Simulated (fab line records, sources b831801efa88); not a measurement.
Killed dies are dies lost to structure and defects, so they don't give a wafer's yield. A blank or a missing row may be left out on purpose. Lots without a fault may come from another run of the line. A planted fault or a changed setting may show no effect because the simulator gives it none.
Chamber matching | flow gf180mcu | GF_V5_CMP_04 on cmp-02: 4 sister chambers
The step polishes SiO2. 8 wafers are shown with their chamber, then 8 later ones without.

WAFERS WITH THEIR CHAMBER
wafer  | chamber | motor_current_A (A) | slurry_filter_dp_kPa (kPa)
L946.5 | 2       | 10.8                | 13.43
L948.5 | 0       | 10.8                | 13.57
L950.2 | 0       | 11.4                | 13.44
L956.1 | 2       | 10.8                | 13.54
L956.5 | 1       | 12.4                | 13.27
L963.2 | 1       | 12.5                | 13.47
L963.6 | 3       | 12.3                | 13.46
L965.1 | 3       | 12.0                | 13.70

WAFERS WITHOUT THEIR CHAMBER
wafer  | motor_current_A (A) | slurry_filter_dp_kPa (kPa)
L965.2 | 12.4                | 13.44
L965.5 | 10.7                | 13.61
L966.1 | 10.9                | 13.26
L966.3 | 11.2                | 13.62
L966.4 | 13.3                | 13.54
L968.1 | 12.0                | 13.25
L968.2 | 12.9                | 13.49
L968.3 | 10.3                | 13.50

WHICH CHAMBER EACH WENT THROUGH
wafer  | from the rows above     | in truth
L965.2 | can't be placed: 1 or 3 | 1
L965.5 | can't be placed: 2 or 0 | 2
L966.1 | can't be placed: 2 or 0 | 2
L966.3 | can't be placed: 0 or 2 | 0
L966.4 | can't be placed: 1 or 3 | 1
L968.1 | can't be placed: 1 or 3 | 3
L968.2 | can't be placed: 1 or 3 | 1
L968.3 | can't be placed: 2 or 0 | 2
Placed correctly: 0 of 8. Can't be placed from these rows: 8 (the true chamber is among the candidates in 8). Placed wrongly: 0.
How it was worked out, from the rows above alone: a wafer's distance from a chamber is the root of the sum, over the readings, of the square of ((its reading less the chamber's mean) divided by the reading's scatter). The wafer belongs to the nearest chamber; if the next one is less than 2 further off, it can't be placed. A chamber's mean is the mean of its shown wafers. The scatter: the root of (the sum of the squares of (reading less its chamber's mean) over the shown wafers, divided by (wafers less chambers)).
